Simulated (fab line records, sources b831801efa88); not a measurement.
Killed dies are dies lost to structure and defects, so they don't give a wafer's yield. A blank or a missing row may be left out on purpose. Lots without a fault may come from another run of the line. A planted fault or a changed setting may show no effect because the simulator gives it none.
A struck lot beside a sound one | flow gf180mcu | 36 steps out of a route of 602
Sound: wafers L929.1, L929.2, L929.5. Struck: wafers L938.1, L938.4, L938.6. The cause comes at the end.
At each step with rows: each side's tool, then ch and its chambers, then its first start. Under that, the readings that differ: sound wafers | struck wafers | difference of the means | sigmas: that difference in standard deviations of wafers without a fault.
alike: readings whose means differ by less than 2 such deviations, and words and numbers that are the same on both sides. not compared: withheld readings, readings that some wafer has no value for, bounds like >300 that may hide the same value, and numbers for which the record gives no deviation and whose values overlap.
The two part at a step that has a row with sigmas, a row that says differs or no value, or rows on one side only. Numbers that don't overlap but have no deviation are shown without sigmas and don't part them. A reading that every wafer of one side lacks parts them only if that side has two wafers or more.

first, 2 steps without rows for these wafers: GF_M2_PEB_12 (peb time 90 s); GF_M2_DEVELOP_13 (develop time 60 s).
GF_M2_CD_MEAS_14: target cd 280 nm.
  sound on cd_sem-01, day 22 13:13; struck on cd_sem-02, day 26 01:17
  alike: cd_nm
GF_M2_OVL_MEAS_15:
  sound on overlay-02, day 22 13:20; struck on overlay-02, day 26 01:25
  alike: M2_OVL
GF_M2_METAL_ETCH_16: etches the open film in Cl2/BCl3, stops on SiO2, target depth 627.5 nm, time 104.6 s.
  sound on rie_metal-03 ch 0,1, day 22 13:22; struck on rie_metal-03 ch 0,1, day 26 01:26
  alike: drypump_motor_current_A, mfc_cl2_sccm, oes_product_au, throttle_valve_pct
  not compared: rf_hours_counter_h
then, 4 steps without rows for these wafers: GF_M2_STRIP_17 (strips in O2/N2); GF_M2_STRIP_18 (strips in post etch residue remover, time 1200 s); GF_M2_CLEAN_19 (cleans in DIW); GF_V2_CVD_00 (deposits SiO2, target thk 600 nm, time 100 s).
GF_V2_THK_MEAS_01:
  sound on film_metro-04, day 22 14:05; struck on film_metro-03, day 26 02:10
  alike: V2_CVD_00_THK
then, 1 step without rows for these wafers: GF_V2_CVD_02 (deposits SiO2 from TEOS, target thk 850 nm, time 94.851 s).
GF_V2_THK_MEAS_03:
  sound on film_metro-01, day 22 14:13; struck on film_metro-03, day 26 02:19
  alike: V2_CVD_02_THK
GF_V2_CMP_04: polishes SiO2.
  sound on cmp-02 ch 0,1,2, day 22 14:16; struck on cmp-02 ch 2,3, day 26 02:23
  reading                             | sound             | struck            | difference | sigmas
  time_to_endpoint_s (s)              | 76 79 89          | 93 95 102         | +15        | +3
  model.SiO2_of_V2_CVD_02.thk_nm (nm) | 632.1 634.1 633.3 | 570.3 568.5 567.6 | -64.4      |
  alike: edge_zone_pressure_frac, motor_current_A, retaining_ring_pressure_frac
GF_V2_BOW_MEAS_05:
  sound on film_metro-03, day 22 14:34; struck on film_metro-03, day 26 02:58
  reading     | sound     | struck | difference                    | sigmas
  V2_BOW (um) | 95 101 99 | - - -  | no value on the struck wafers |
  not compared: hold
then, 7 steps without rows for these wafers: GF_V2_HMDS_07 (prime time 60 s); GF_V2_COAT_08; GF_V2_COAT_09 (resist thk 1000 nm); GF_V2_SOFTBAKE_10 (time 60 s); GF_V2_EXPOSE_11 (exposes mask Via2, target cd 260 nm); GF_V2_PEB_12 (peb time 90 s); GF_V2_DEVELOP_13 (develop time 60 s).
GF_V2_CD_MEAS_14: target cd 260 nm.
  sound on cd_sem-01, day 23 13:49; struck on cd_sem-01, day 26 23:16
  alike: cd_nm
GF_V2_OVL_MEAS_15:
  sound on overlay-01, day 23 13:56; struck on overlay-01, day 26 23:23
  alike: V2_OVL
GF_V2_ETCH_16: etches BARC in N2/H2.
  sound on rie_diel-03 ch 0,2,3, day 23 13:58; struck on rie_diel-03 ch 0,3, day 26 23:25
  alike: drypump_motor_current_A, oes_product_au, throttle_valve_pct
GF_V2_ETCH_17: etches SiO2 in C4F8/O2/Ar, stops on TiN, target depth 630 nm.
  sound on rie_diel-03 ch 0,2,3; struck on rie_diel-03 ch 0,3
  reading                        | sound             | struck            | difference | sigmas
  oes_product_au (a.u.)          | 0.853 0.858 0.854 | 0.808 0.811 0.805 | -0.047     | -10
  model.V2.feature_depth_nm (nm) | 632.1 634.1 633.3 | 570.3 568.5 567.6 | -64.4      |
  model.etch.depth_nm (nm)       | 632.1 634.1 633.3 | 570.3 568.5 567.6 | -64.4      |
then, 3 steps without rows for these wafers: GF_V2_STRIP_18 (strips in O2/N2); GF_V2_STRIP_19 (strips in post etch residue remover, time 1200 s); GF_V2_CLEAN_20 (cleans in DIW).
GF_V2_SPUTTER_21: material Ti, target thk 15 nm, time 80.02 s.
  sound on pvd_sputter-02, day 23 14:38; struck on pvd_sputter-03, day 27 00:08
  alike: throttle_valve_pct
GF_V2_SPUTTER_22: material TiN, target thk 10 nm, time 40 s.
  sound on pvd_sputter-02, day 23 14:41; struck on pvd_sputter-03, day 27 00:13
  alike: throttle_valve_pct
GF_V2_CVD_23: deposits W, target thk 350 nm, time 104.94 s.
  sound on cvd_w-01 ch 0,1, day 23 14:44; struck on cvd_w-01 ch 0,1, day 27 00:14
  alike: heater_power_w
GF_V2_RS_MEAS_24: measures by four-point-probe.
  sound on film_metro-04, day 23 14:50; struck on film_metro-04, day 27 00:22
  reading          | sound             | struck            | difference | sigmas
  V2_W_RS (ohm/sq) | 0.329 0.334 0.339 | 0.326 0.322 0.331 | -0.008     | -2
GF_V2_THK_MEAS_25: measures by xrf.
  sound on film_metro-04, day 23 14:58; struck on film_metro-04, day 27 00:29
  reading       | sound       | struck      | difference | sigmas
  V2_W_THK (nm) | 353 346 341 | 360 368 356 | +15        | +3
GF_V2_CMP_26: polishes, stops on SiO2, t overpolish 15 s, target thk 0 nm.
  sound on cmp-01 ch 1,2, day 23 15:01; struck on cmp-02 ch 0,3, day 27 00:32
  reading                             | sound             | struck            | difference | sigmas
  model.SiO2_of_V2_CVD_02.thk_nm (nm) | 628.3 630.3 629.5 | 566.5 564.7 563.8 | -64.4      |
  alike: edge_zone_pressure_frac, motor_current_A, retaining_ring_pressure_frac
then, 1 step without rows for these wafers: GF_M3_SPUTTER_00 (material Ti, target thk 37.5 nm, time 150 s).
-- the record jumps here: 7 days lie between the struck wafers' starts before and after (it left off in module M3 and takes up again in module PASSIVATION, whose first step shown is number 602 of the route) --
GF_PASSIVATION_PROBE_99:
  the record has rows for the struck wafers here (prober-02, day 34 06:01) and none for the sound ones

WHERE THEY PART
First at GF_V2_CMP_04; last, within this record, at GF_PASSIVATION_PROBE_99.

WHY: what the simulator had put in
Process parameter drift: cmp-02, from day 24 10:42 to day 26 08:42, at GF_V2_CMP_04. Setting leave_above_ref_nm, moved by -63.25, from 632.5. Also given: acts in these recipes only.
